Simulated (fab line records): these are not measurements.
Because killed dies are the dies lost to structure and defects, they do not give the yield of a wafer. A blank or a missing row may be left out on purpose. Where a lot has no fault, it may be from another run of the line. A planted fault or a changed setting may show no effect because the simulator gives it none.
fab line records	flow gf180mcu
[record] lots = 5	wafers = 23
route steps=602 shown M4@456 V4@497 MIM@505 M5@536 V5@552
start-h: start of the lot's first displayed wafer, in hours after the record's first day	wait-h: hours elapsed since this lot's preceding step	" the same as in the row above	L1.1+2: a row that stands for several wafers	- value missing, or start not given	* or withheld: withheld	< > ~ a bound
route shown NAME@n: a module of which the file shows steps, and the number in the route of the first	usual: the fault-free wafers' mean and standard deviation	same: alike in all rows	chamber/n: place in a boat	sites: readings site by site	_std_site: their standard deviation	_edge_site: outer sites' mean less inner sites'	radius-mm: how far each site lies from the wafer's centre	mask NAME#n: copy n	behind: tool/chamber where the wafer was last shaped	hold: why the lot went on hold/how many hours it stayed there/how the hold came to an end	device: whichever transistor did not switch (one of n, p or np)	end of line: the tests these same wafers got at the end of their route	where a step has no rows: the recipe by itself	killed: the dies lost at the first sort to structure and to defects; this is not the yield of the wafer	map: a wafer's dies, marking killed ones x, the rest . and places with no die _
set.NAME: setting as actually run; set.NAME@STEP: the setting as run at that earlier step	model.NAME: the simulator's own value behind a step, which no gauge read
one table per step and one row per wafer, for lots whose settings were changed on purpose
[[steps]]
[step GF_M4_SPUTTER_00]
[recipe] material = Ti	target-thk-nm = 37.5	arriving-ion-energy-ev = 80	substrate-temp-c = 200	chamber-pressure-pa = 2	power-w = 4000	time-s = 150
lot.wafer	tool	chamber	start-h	wait-h	set.chamber-pressure-pa	model.Ti_of_M4_SPUTTER_00.thk-nm
L074.1	pvd-sputter-03	-	510.32	0.1	2	37.77
L074.2	"	-	"	"	2	37.82
L074.3	"	-	"	"	2	37.75
L074.5	"	-	"	"	2	37.97
L074.6	"	-	"	"	2	37.35
L075.2	pvd-sputter-04	-	529.06	0.2	2	37.39
L075.4	"	-	"	"	2	37.65
L075.5	"	-	"	"	2	37.86
L082.2	pvd-sputter-04	-	582.65	0.1	1.907	39.32
L082.3	"	-	"	"	1.907	39.08
L082.4	"	-	"	"	1.907	39.17
L082.5	"	-	"	"	1.907	38.42
L082.6	"	-	"	"	1.907	39.2
L083.1	pvd-sputter-03	-	587.19	0.2	1.766	40.62
L083.2	"	-	"	"	1.766	40.11
L083.3	"	-	"	"	1.766	40.1
L083.4	"	-	"	"	1.766	39.91
L083.5	"	-	"	"	1.766	40.5
L085.1	pvd-sputter-02	-	609.32	0.1	1.861	38.81
L085.2+5	"	-	"	"	1.861	38.83
L085.3	"	-	"	"	1.861	38.82
L085.6	"	-	"	"	1.861	38.97
[step GF_M4_COAT_09]
[recipe] resist = KrF	spin-rpm = withheld	resist-thk-nm = 1000
lot.wafer	tool	chamber	start-h	wait-h	set.resist-thk-nm	model.KrF_of_M4_COAT_09.thk-nm
L074.1	litho-track-02	0	521.46	0.1	1000	1003
L074.2	"	0	"	"	1043	1045
L074.3	"	0	"	"	1043	1048
L074.5	"	0	"	"	1000	999.7
L074.6	"	0	"	"	1043	1043
L075.2	litho-track-01	0	539.81	0.1	1000	999
L075.4	"	0	"	"	1000	1004
L075.5	"	0	"	"	1000	997.9
L082.2	litho-track-01	0	592.75	0.1	1026	1026
L082.3	"	0	"	"	1000	1002
L082.4	"	0	"	"	1000	1004
L082.5	"	0	"	"	1026	1027
L082.6	"	0	"	"	1000	1001
L083.1+2	litho-track-02	0	598.51	0.1	1000	-
L083.3+4+5	"	0	"	"	972.5	-
L085.1	litho-track-02	0	619.76	0.1	1000	997.5
L085.2	"	0	"	"	1047	1043
L085.3	"	0	"	"	1047	1046
L085.5	"	0	"	"	1047	1045
L085.6	"	0	"	"	1000	997.8
[step GF_M4_METAL_ETCH_16]
[recipe] chemistry = Cl2/BCl3	mask-material = KrF	target-depth-nm = 627.5	stop-on = SiO2	pressure-mtorr = 8	icp-w = 800	bias-w = 140	Cl2_flow_sccm = 80	bcl3-flow-sccm = 40	time-s = 104.6
lot.wafer	tool	chamber	start-h	wait-h	set.icp-w	set.resist-thk-nm@M4_COAT_09	model.KrF_of_M4_COAT_09.thk-nm
L074.1	rie-metal-01	0	533.47	0.0	748.2	1000	751.7
L074.2	"	1	"	"	748.2	1043	793.1
L074.3	"	1	"	"	748.2	1043	794.5
L074.5	"	0	"	"	800	1000	735.2
L074.6	"	1	"	"	800	1043	777.3
L075.2	rie-metal-04	0	551.54	0.0	800	1000	733
L075.4	"	1	"	"	800	1000	733.4
L075.5	"	1	"	"	800	1000	728.4
L082.2	rie-metal-02	1	603.88	0.0	800	1026	759.1
L082.3	"	1	"	"	893.1	1000	710.3
L082.4	"	0	"	"	800	1000	741.9
L082.5	"	1	"	"	893.1	1026	735.3
L082.6	"	0	"	"	893.1	1000	715.3
L083.1+2	rie-metal-04	1,0	609.44	0.0	844.9	1000	-
L083.3	"	1	"	"	844.9	972.5	-
L083.4+5	"	0	"	"	800	972.5	-
L085.1	rie-metal-01	0	630.32	0.0	800	1000	726
L085.2	"	1	"	"	800	1047	776.2
L085.3	"	1	"	"	800	1047	774.1
L085.5	"	0	"	"	800	1047	774.3
L085.6	"	1	"	"	800	1000	727.2
[step GF_M4_STRIP_17]
[recipe] chemistry = O2/N2	power-w = 1400	pressure-mtorr = 1500	platen-temp-c = 250	o2-flow-sccm = 3000	n2-flow-sccm = 300	overash-fraction = 0.5
[usual] strip-time-to-endpoint-s = 7.86/0.041
lot.wafer	tool	chamber	start-h	wait-h	set.resist-thk-nm@M4_COAT_09	set.icp-w@M4_METAL_ETCH_16	strip-time-to-endpoint-s
L074.1	plasma-asher-03	0	533.58	0.1	1000	748.2	8.04
L074.2	"	1	"	"	1043	748.2	8.45
L074.3	"	0	"	"	1043	748.2	8.45
L074.5	"	1	"	"	1000	800	7.87
L074.6	"	0	"	"	1043	800	8.27
L075.2	plasma-asher-03	0	551.65	0.1	1000	800	7.84
L075.4	"	1	"	"	1000	800	7.86
L075.5	"	1	"	"	1000	800	7.81
L082.2	plasma-asher-03	1	603.99	0.1	1026	800	8.10
L082.3	"	1	"	"	1000	893.1	7.63
L082.4	"	0	"	"	1000	800	7.94
L082.5	"	0	"	"	1026	893.1	7.88
L082.6	"	1	"	"	1000	893.1	7.70
L083.1	plasma-asher-03	0	609.55	0.1	1000	844.9	7.68
L083.2	"	1	"	"	1000	844.9	7.68
L083.3	"	1	"	"	972.5	844.9	7.46
L083.4	"	0	"	"	972.5	800	7.56
L083.5	"	0	"	"	972.5	800	7.56
L085.1	plasma-asher-04	1	630.47	0.1	1000	800	7.79
L085.2	"	0	"	"	1047	800	8.28
L085.3	"	0	"	"	1047	800	8.26
L085.5	"	0	"	"	1047	800	8.27
L085.6	"	1	"	"	1000	800	7.79
[step GF_V4_SPUTTER_21]
[recipe] material = Ti	target-thk-nm = 15	chamber-pressure-pa = 5	power-w = 2500	substrate-temp-c = 200	time-s = 80.02
lot.wafer	tool	chamber	start-h	wait-h	set.chamber-pressure-pa	model.Ti_of_V4_SPUTTER_21.thk-nm
L074.1	pvd-sputter-03	-	558.31	0.0	4.299	16.84
L074.2	"	-	"	"	4.299	16.7
L074.3	"	-	"	"	4.299	17.03
L074.5	"	-	"	"	4.299	16.74
L074.6	"	-	"	"	4.299	17.02
L075.2	pvd-sputter-01	-	575.57	0.0	5	15.06
L075.4	"	-	"	"	5	15.12
L075.5	"	-	"	"	5	14.81
L082.2	pvd-sputter-03	-	626.55	0.0	5.482	13.62
L082.3	"	-	"	"	5.482	13.47
L082.4	"	-	"	"	5.482	13.61
L082.5	"	-	"	"	5.482	13.66
L082.6	"	-	"	"	5.482	13.57
L083.1	pvd-sputter-04	-	632.16	0.0	4.553	16.42
L083.2	"	-	"	"	4.553	16.23
L083.3	"	-	"	"	4.553	16.35
L083.4	"	-	"	"	4.553	16.17
L083.5	"	-	"	"	4.553	16.32
L085.1	pvd-sputter-03	-	652.68	0.0	4.809	15.19
L085.2	"	-	"	"	4.809	15.55
L085.3	"	-	"	"	4.809	15.26
L085.5	"	-	"	"	4.809	15.22
L085.6	"	-	"	"	4.809	15.3
[step GF_MIM_SPUTTER_02]
[recipe] material = AlCu	target-thk-nm = 450	power-w = 10600	time-s = 23.9	chamber-pressure-pa = 0.4
lot.wafer	tool	chamber	start-h	wait-h	set.power-w	model.AlCu_of_MIM_SPUTTER_02.thk-nm
L074.1	pvd-sputter-01	-	559.24	0.0	10600	451.7
L074.2	"	-	"	"	10600	453.8
L074.3	"	-	"	"	9526	414.9
L074.5	"	-	"	"	9526	405.7
L074.6	"	-	"	"	10600	454
L075.2	pvd-sputter-04	-	576.39	0.0	10600	454
L075.4	"	-	"	"	10600	457.2
L075.5	"	-	"	"	10600	455.3
L082.2	pvd-sputter-01	-	627.37	0.0	11170	477.5
L082.3	"	-	"	"	11170	476.3
L082.4	"	-	"	"	10600	450.5
L082.5	"	-	"	"	11170	475.6
L082.6	"	-	"	"	10600	451.3
L083.1	pvd-sputter-01	-	632.98	0.0	10600	450.7
L083.2	"	-	"	"	11680	493.4
L083.3	"	-	"	"	11680	490.7
L083.4	"	-	"	"	10600	452.7
L083.5	"	-	"	"	10600	448.3
L085.1	pvd-sputter-02	-	653.51	0.0	11000	462.5
L085.2	"	-	"	"	10600	446.8
L085.3	"	-	"	"	10600	448.9
L085.5	"	-	"	"	11000	466.1
L085.6	"	-	"	"	10600	446
[step GF_MIM_SPUTTER_08]
[recipe] material = AlCu	target-thk-nm = 200	power-w = 10600	time-s = 10.6	chamber-pressure-pa = 0.4
lot.wafer	tool	chamber	start-h	wait-h	set.time-s	model.AlCu_of_MIM_SPUTTER_08.thk-nm
L074.1	pvd-sputter-04	-	559.47	0.0	10.04	188
L074.2	"	-	"	"	10.04	187.8
L074.3	"	-	"	"	10.6	199.1
L074.5	"	-	"	"	10.6	199.3
L074.6	"	-	"	"	10.6	199.4
L075.2	pvd-sputter-01	-	576.62	0.0	10.6	198.5
L075.4	"	-	"	"	10.6	198.3
L075.5	"	-	"	"	10.6	197.6
L082.2	pvd-sputter-04	-	627.61	0.0	10.6	199.5
L082.3	"	-	"	"	11.89	224.7
L082.4	"	-	"	"	11.89	224.4
L082.5	"	-	"	"	10.6	198.4
L082.6	"	-	"	"	10.6	199.9
L083.1	pvd-sputter-04	-	633.21	0.0	10.6	199.2
L083.2	"	-	"	"	10.6	200
L083.3	"	-	"	"	11.97	224.9
L083.4	"	-	"	"	11.97	224.1
L083.5	"	-	"	"	11.97	225
L085.1	pvd-sputter-04	-	653.73	0.0	10.6	198.6
L085.2	"	-	"	"	11.53	216.3
L085.3	"	-	"	"	10.6	199.3
L085.5	"	-	"	"	10.6	198.9
L085.6	"	-	"	"	11.53	216.8
[step GF_MIM_SPUTTER_09]
[recipe] material = TiN	target-thk-nm = 35	power-w = 6500	time-s = 29.2	chamber-pressure-pa = 0.4
[step GF_MIM_RS_MEAS_10]
[recipe] thk-meas-gauge = four-point-probe	reads = TiN_of_MIM_SPUTTER_09+AlCu_of_MIM_SPUTTER_08+TiN_of_MIM_SPUTTER_07
[usual] MIM_ALCU_RS = 0.1607/0.0011
lot.wafer	tool	chamber	start-h	wait-h	set.time-s@MIM_SPUTTER_08	MIM_ALCU_RS[ohm/sq]
L074.1	film-metro-04	-	559.53	0.0	10.04	0.1712
L074.2	"	-	"	"	10.04	0.1712
L074.3	"	-	"	"	10.6	0.1615
L074.5	"	-	"	"	10.6	0.1605
L074.6	"	-	"	"	10.6	0.1610
L075.2	film-metro-02	-	576.69	0.0	10.6	0.1616
L075.4	"	-	"	"	10.6	0.1614
L075.5	"	-	"	"	10.6	0.1621
L082.2	film-metro-03	-	627.69	0.0	10.6	0.1607
L082.3	"	-	"	"	11.89	0.1417
L082.4	"	-	"	"	11.89	0.1419
L082.5	"	-	"	"	10.6	0.1614
L082.6	"	-	"	"	10.6	0.1605
L083.1	film-metro-03	-	633.26	0.0	10.6	0.1609
L083.2	"	-	"	"	10.6	0.1600
L083.3	"	-	"	"	11.97	0.1420
L083.4	"	-	"	"	11.97	0.1422
L083.5	"	-	"	"	11.97	0.1419
L085.1	film-metro-02	-	653.79	0.0	10.6	0.1615
L085.2	"	-	"	"	11.53	0.1477
L085.3	"	-	"	"	10.6	0.1608
L085.5	"	-	"	"	10.6	0.1613
L085.6	"	-	"	"	11.53	0.1475
[step GF_MIM_THK_MEAS_11]
[recipe] thk-meas-gauge = xrf	reads = AlCu_of_MIM_SPUTTER_08
[usual] MIM_ALCU_THK = 199.5/1.4
lot.wafer	tool	chamber	start-h	wait-h	set.time-s@MIM_SPUTTER_08	MIM_ALCU_THK[nm]
L074.1	film-metro-04	-	559.65	0.1	10.04	186.3
L074.2	"	-	"	"	10.04	187.1
L074.3	"	-	"	"	10.6	199.1
L074.5	"	-	"	"	10.6	197.3
L074.6	"	-	"	"	10.6	198.5
L075.2	film-metro-02	-	576.80	0.1	10.6	198.5
L075.4	"	-	"	"	10.6	199.2
L075.5	"	-	"	"	10.6	196.8
L082.2	film-metro-03	-	627.80	0.1	10.6	200.8
L082.3	"	-	"	"	11.89	225.8
L082.4	"	-	"	"	11.89	226.3
L082.5	"	-	"	"	10.6	198.2
L082.6	"	-	"	"	10.6	201.3
L083.1	film-metro-03	-	633.38	0.1	10.6	199.6
L083.2	"	-	"	"	10.6	201.9
L083.3	"	-	"	"	11.97	226.4
L083.4	"	-	"	"	11.97	226.4
L083.5	"	-	"	"	11.97	225.4
L085.1	film-metro-02	-	653.91	0.1	10.6	198.6
L085.2	"	-	"	"	11.53	216.9
L085.3	"	-	"	"	10.6	200.5
L085.5	"	-	"	"	10.6	199.8
L085.6	"	-	"	"	11.53	216.4
[step GF_MIM_EXPOSE_16]
[recipe] mask-id = FuseTop	target-cd-nm = 2000	na = 0.6	source-shape = conventional	sigma-outer = 0.6	dose-mj = 140
lot.wafer	tool	chamber	start-h	wait-h	mask	set.dose-mj
L074.1+2+3	iline-stepper-01	0	-	-	FuseTop#0	140
L074.5+6	"	0	"	"	FuseTop#0	148
L075.2+4+5	iline-stepper-01	0	-	-	FuseTop#0	140
L082.2+6	iline-stepper-02	0	-	-	FuseTop#0	144.2
L082.3+4+5	"	0	"	"	FuseTop#0	140
L083.1+2+3+4+5	iline-stepper-02	0	-	-	FuseTop#0	140
L085.1+2+6	iline-stepper-02	0	-	-	FuseTop#0	140
L085.3+5	"	0	"	"	FuseTop#0	136.3
[step GF_MIM_PEB_17]
[recipe] temp-c = withheld	time-s = *	resist = NOVOLAK
[step GF_MIM_DEVELOP_18]
[recipe] develop-time-s = 60	dev-temp-c = 23
[step GF_MIM_METAL_ETCH_19]
[recipe] chemistry = Cl2/BCl3	mask-material = NOVOLAK	stop-on = Si3N4	target-depth-nm = 324.5	pressure-mtorr = 8	icp-w = 800	bias-w = 140	Cl2_flow_sccm = 80	bcl3-flow-sccm = 40	time-s = 54.1
[usual] oes-product-au = 0.941/0.0048
lot.wafer	tool	chamber	start-h	wait-h	set.time-s@MIM_SPUTTER_08	set.dose-mj@MIM_EXPOSE_16	oes-product-au	model.MIM.cd-nm
L074.1	rie-metal-03	0	581.83	0.1	10.04	140	0.915	2002
L074.2	"	1	"	"	10.04	140	0.914	1999
L074.3	"	1	"	"	10.6	140	0.938	1998
L074.5	"	1	"	"	10.6	148	0.937	1981
L074.6	"	0	"	"	10.6	148	0.937	1985
L075.2	rie-metal-02	1	597.63	0.1	10.6	140	0.940	1997
L075.4	"	1	"	"	10.6	140	0.944	1998
L075.5	"	1	"	"	10.6	140	0.940	1997
L082.2	rie-metal-04	1	647.21	0.1	10.6	144.2	0.938	1993
L082.3	"	0	"	"	11.89	140	0.976	2003
L082.4	"	1	"	"	11.89	140	0.992	2002
L082.5	"	0	"	"	10.6	140	0.942	2005
L082.6	"	1	"	"	10.6	144.2	0.939	1993
L083.1	rie-metal-04	1	653.26	0.1	10.6	140	0.944	2005
L083.2	"	0	"	"	10.6	140	0.953	2003
L083.3	"	1	"	"	11.97	140	0.990	2004
L083.4	"	0	"	"	11.97	140	0.987	2004
L083.5	"	0	"	"	11.97	140	0.981	2006
L085.1	rie-metal-02	1	672.91	0.1	10.6	140	0.942	1998
L085.2	"	0	"	"	11.53	140	0.959	2003
L085.3	"	1	"	"	10.6	136.3	0.944	2005
L085.5	"	1	"	"	10.6	136.3	0.933	2007
L085.6	"	0	"	"	11.53	140	0.969	2001
[step GF_M5_METAL_ETCH_10]
[recipe] chemistry = Cl2/BCl3	mask-material = KrF	target-depth-nm = 627.5	stop-on = SiO2	pressure-mtorr = 8	icp-w = 800	bias-w = 140	Cl2_flow_sccm = 80	bcl3-flow-sccm = 40	time-s = 104.6
lot.wafer	tool	chamber	start-h	wait-h	set.time-s
L074.1+2+3+5+6	rie-metal-01	0,1,0,1,0	603.79	0.0	104.6
L075.2+4+5	rie-metal-03	1,0,0	619.11	0.0	104.6
L082.2+4	rie-metal-01	1,0	667.14	0.0	94.76
L082.3+5+6	"	1,1,0	"	"	104.6
L083.1+5	rie-metal-01	1	673.04	0.0	104.6
L083.2+3+4	"	0,0,1	"	"	114.6
L085.1+2+3	rie-metal-03	0,1,0	692.26	0.0	104.6
L085.5+6	"	1,0	"	"	117.1
[step GF_M5_STRIP_11]
[recipe] chemistry = O2/N2	power-w = 1400	pressure-mtorr = 1500	platen-temp-c = 250	o2-flow-sccm = 3000	n2-flow-sccm = 300	overash-fraction = 0.5
[usual] strip-time-to-endpoint-s = 7.52/0.041
lot.wafer	tool	chamber	start-h	wait-h	set.time-s@M5_METAL_ETCH_10	strip-time-to-endpoint-s
L074.1	plasma-asher-04	0	603.90	0.1	104.6	7.58
L074.2	"	1	"	"	104.6	7.53
L074.3	"	0	"	"	104.6	7.51
L074.5	"	1	"	"	104.6	7.49
L074.6	"	0	"	"	104.6	7.61
L075.2	plasma-asher-04	0	619.22	0.1	104.6	7.45
L075.4	"	0	"	"	104.6	7.47
L075.5	"	0	"	"	104.6	7.49
L082.2	plasma-asher-04	1	667.25	0.1	94.76	7.74
L082.3	"	0	"	"	104.6	7.57
L082.4	"	1	"	"	94.76	7.74
L082.5	"	0	"	"	104.6	7.53
L082.6	"	1	"	"	104.6	7.45
L083.1	plasma-asher-02	1	673.15	0.1	104.6	7.54
L083.2	"	0	"	"	114.6	7.20
L083.3	"	1	"	"	114.6	7.29
L083.4	"	0	"	"	114.6	7.24
L083.5	"	0	"	"	104.6	7.54
L085.1	plasma-asher-04	1	692.37	0.1	104.6	7.55
L085.2	"	0	"	"	104.6	7.43
L085.3	"	1	"	"	104.6	7.56
L085.5	"	1	"	"	117.1	7.13
L085.6	"	0	"	"	117.1	7.22
[step GF_V5_PEB_12]
[recipe] peb-temp-c = 135	peb-time-s = 90	resist = KrF
lot.wafer	tool	chamber	start-h	wait-h	set.peb-temp-c
L074.1+2+6	litho-track-03	0	-	-	132.7
L074.3+5	"	0	"	"	135
L075.2+4+5	litho-track-03	0	-	-	135
L082.2+3	litho-track-02	0	-	-	135
L082.4+5+6	"	0	"	"	138.6
L083.1+2+4	litho-track-02	0	-	-	132.3
L083.3+5	"	0	"	"	135
L085.1+5+6	litho-track-03	0	-	-	137.2
L085.2+3	"	0	"	"	135
[step GF_V5_DEVELOP_13]
[recipe] develop-time-s = 60	resist = KrF	dev-temp-c = 21
[step GF_V5_CD_MEAS_14]
[recipe] target-cd-nm = 260
[usual] cd-nm = 260.2/1.3
lot.wafer	tool	chamber	start-h	wait-h	set.peb-temp-c@V5_PEB_12	cd-nm
L074.1	cd-sem-02	-	625.48	0.1	132.7	253.6
L074.2	"	-	"	"	132.7	254.3
L074.3	"	-	"	"	135	259.5
L074.5	"	-	"	"	135	261.4
L074.6	"	-	"	"	132.7	253.8
L075.2	cd-sem-02	-	640.85	0.1	135	261.3
L075.4	"	-	"	"	135	261.1
L075.5	"	-	"	"	135	260.8
L082.2	cd-sem-01	-	687.78	0.1	135	259.2
L082.3	"	-	"	"	135	258.9
L082.4	"	-	"	"	138.6	267.1
L082.5	"	-	"	"	138.6	267.2
L082.6	"	-	"	"	138.6	267.6
L083.1	cd-sem-02	-	693.66	0.1	132.3	250.4
L083.2	"	-	"	"	132.3	251.3
L083.3	"	-	"	"	135	259.9
L083.4	"	-	"	"	132.3	252.6
L083.5	"	-	"	"	135	259.7
L085.1	cd-sem-01	-	712.23	0.1	137.2	265.3
L085.2	"	-	"	"	135	259.8
L085.3	"	-	"	"	135	259.6
L085.5	"	-	"	"	137.2	265.6
L085.6	"	-	"	"	137.2	264.7
[step GF_V5_ETCH_16]
[recipe] chemistry = N2/H2	target-depth-a = withheld	overetch-a = withheld	time-s = withheld	target = BARC	ion-energy-ev = 200	source-w = 486.2	bias-w = 100	pressure-mtorr = 30	n2-flow-sccm = 100	h2-flow-sccm = 200
lot.wafer	tool	chamber	start-h	wait-h	set.peb-temp-c@V5_PEB_12	model.V5.cd-nm
L074.1+2	rie-diel-03	1,2	625.64	0.0	132.7	253.5
L074.3	"	0	"	"	135	259.7
L074.5	"	3	"	"	135	260.8
L074.6	"	2	"	"	132.7	252.9
L075.2	rie-diel-01	3	640.98	0.0	135	261.8
L075.4	"	2	"	"	135	260.2
L075.5	"	1	"	"	135	259.4
L082.2	rie-diel-01	2	687.91	0.0	135	258.1
L082.3	"	0	"	"	135	257.8
L082.4	"	1	"	"	138.6	265.6
L082.5	"	3	"	"	138.6	266.4
L082.6	"	2	"	"	138.6	266.8
L083.1	rie-diel-03	3	693.81	0.0	132.3	249.5
L083.2	"	2	"	"	132.3	249.4
L083.3	"	0	"	"	135	259.9
L083.4	"	1	"	"	132.3	252.6
L083.5	"	3	"	"	135	258.5
L085.1	rie-diel-03	0	712.38	0.0	137.2	265
L085.2	"	1	"	"	135	259.9
L085.3	"	2	"	"	135	258.2
L085.5	"	0	"	"	137.2	265.5
L085.6	"	1	"	"	137.2	264.7
[step GF_V5_ETCH_17]
[recipe] chemistry = C4F8/O2/Ar	mask-material = KrF	target = SiO2	stop-on = TiN	source-w = 1500	bias-w = 1200	pressure-mtorr = 40	c4f8-flow-sccm = withheld	O2_flow_sccm = 6	Ar_flow_sccm = 300	time-s = withheld	target-depth-a = 8550
lot.wafer	tool	chamber	start-h	wait-h	set.peb-temp-c@V5_PEB_12	model.V5.cd-nm
L074.1	rie-diel-03	1	-	-	132.7	253.7
L074.2	"	2	"	"	132.7	254.5
L074.3	"	0	"	"	135	259.5
L074.5	"	3	"	"	135	260.9
L074.6	"	2	"	"	132.7	254.3
L075.2	rie-diel-01	3	-	-	135	262.6
L075.4	"	2	"	"	135	260.5
L075.5	"	1	"	"	135	260.4
L082.2	rie-diel-01	2	-	-	135	258
L082.3	"	0	"	"	135	259.1
L082.4	"	1	"	"	138.6	266.3
L082.5	"	3	"	"	138.6	267
L082.6	"	2	"	"	138.6	267.1
L083.1+2	rie-diel-03	3,2	-	-	132.3	249.9
L083.3	"	0	"	"	135	260.3
L083.4	"	1	"	"	132.3	252.2
L083.5	"	3	"	"	135	258.5
L085.1+6	rie-diel-03	0,1	-	-	137.2	264.5
L085.2	"	1	"	"	135	259.6
L085.3	"	2	"	"	135	258.8
L085.5	"	0	"	"	137.2	265.1
[[key]]
[split] step = GF_M4_SPUTTER_00	setting = chamber-pressure-pa	stated = 2	by = lot
[response] step = GF_M4_SPUTTER_00	reading = model.Ti_of_M4_SPUTTER_00.thk-nm	change = -0.209	per = 1%	r = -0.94
[split] step = GF_M4_COAT_09	setting = resist-thk-nm	stated = 1000	by = wafer
[response] step = GF_M4_COAT_09	reading = model.KrF_of_M4_COAT_09.thk-nm	change = +10	per = 1%	r = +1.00
[response] step = GF_M4_STRIP_17	reading = strip-time-to-endpoint-s	change = *	per = 1%	r = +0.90
[response] step = GF_M4_METAL_ETCH_16	reading = model.KrF_of_M4_COAT_09.thk-nm	slope = +9.75	per = 1%	together-with = icp-w@M4_METAL_ETCH_16	explained = 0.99
[split] step = GF_M4_METAL_ETCH_16	setting = icp-w	stated = 800	by = wafer
[response] step = GF_M4_METAL_ETCH_16	reading = model.KrF_of_M4_COAT_09.thk-nm	slope = -2.31	per = 1%	together-with = resist-thk-nm@M4_COAT_09	explained = 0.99
[response] step = GF_M4_STRIP_17	reading = strip-time-to-endpoint-s	slope = *	per = 1%	together-with = resist-thk-nm@M4_COAT_09	explained = 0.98
[split] step = GF_V4_SPUTTER_21	setting = chamber-pressure-pa	stated = 5	by = lot
[response] step = GF_V4_SPUTTER_21	reading = model.Ti_of_V4_SPUTTER_21.thk-nm	change = -0.14	per = 1%	r = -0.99
[split] step = GF_MIM_SPUTTER_02	setting = power-w	stated = 10600	by = wafer
[response] step = GF_MIM_SPUTTER_02	reading = model.AlCu_of_MIM_SPUTTER_02.thk-nm	change = +4.25	per = 1%	r = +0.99
[split] step = GF_MIM_SPUTTER_08	setting = time-s	stated = 10.6	by = wafer
[response] step = GF_MIM_SPUTTER_08	reading = model.AlCu_of_MIM_SPUTTER_08.thk-nm	change = +2.01	per = 1%	r = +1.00
[response] step = GF_MIM_RS_MEAS_10	reading = MIM_ALCU_RS	change = -0.00153	per = 1%	r = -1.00
[response] step = GF_MIM_THK_MEAS_11	reading = MIM_ALCU_THK	change = +2.03	per = 1%	r = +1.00
[response] step = GF_MIM_METAL_ETCH_19	reading = oes-product-au	change = +0.00322	per = 1%	r = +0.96
[split] step = GF_MIM_EXPOSE_16	setting = dose-mj	stated = 140	by = wafer
[response] step = GF_MIM_METAL_ETCH_19	reading = model.MIM.cd-nm	change = -2.86	per = 1%	r = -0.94
[split] step = GF_M5_METAL_ETCH_10	setting = time-s	stated = 104.6	by = wafer
[response] step = GF_M5_STRIP_11	reading = strip-time-to-endpoint-s	change = *	per = 1%	r = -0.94
[split] step = GF_V5_PEB_12	setting = peb-temp-c	stated = 135	by = wafer
[response] step = GF_V5_CD_MEAS_14	reading = cd-nm	change = +3.54	per = 1%	r = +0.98
[response] step = GF_V5_ETCH_16	reading = model.V5.cd-nm	change = +3.66	per = 1%	r = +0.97
[response] step = GF_V5_ETCH_17	reading = model.V5.cd-nm	change = +3.52	per = 1%	r = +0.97
